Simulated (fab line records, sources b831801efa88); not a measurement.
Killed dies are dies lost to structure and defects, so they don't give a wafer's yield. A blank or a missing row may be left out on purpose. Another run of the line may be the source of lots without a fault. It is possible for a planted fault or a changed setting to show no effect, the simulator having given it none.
Matching of chambers ; flow gf180mcu ; pecvd-04 running GF_V4_CVD_02: 3 sister chambers
The step deposits SiO2 from TEOS, target thk 850 nm, time 94.851 s. 3 wafers are shown with their chamber, then 8 later ones without.

== WAFERS, EACH WITH ITS CHAMBER ==
wafer;chamber;heater power w (W)
L086.6;0;688
L087.4;2;559
L092.3;1;633

== WAFERS MISSING THEIR CHAMBER ==
wafer;heater power w (W)
L092.5;863
L092.6;710
L095.2;663
L095.4;657
L095.5;736
L096.2;783
L096.3;800
L096.6;814

== THE CHAMBER EACH PASSED THROUGH ==
wafer;from the rows above;in truth
L092.5;can't be placed: 0 or 1 or 2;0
L092.6;can't be placed: 0 or 1 or 2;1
L095.2;can't be placed: 0 or 1 or 2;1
L095.4;can't be placed: 1 or 0 or 2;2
L095.5;can't be placed: 0 or 1 or 2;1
L096.2;can't be placed: 0 or 1 or 2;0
L096.3;can't be placed: 0 or 1 or 2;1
L096.6;can't be placed: 0 or 1 or 2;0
Correct placement for 0 of the 8. Unplaceable from these rows: 8, with the true chamber sitting among the candidates in 8. Placed wrongly: 0.
How it was worked out, from the rows above alone: a wafer's distance from a chamber is the root of the sum, over the readings, of the square of ((its reading less the chamber's mean) divided by the reading's scatter). The wafer belongs to the nearest chamber; if the next one is less than 2 further off, it can't be placed. For every chamber, the mean is computed from those of its wafers that are shown. The scatter (one wafer shown for each chamber): square how far every hidden wafer sits from the nearest shown wafer, average those squares and take the square root.
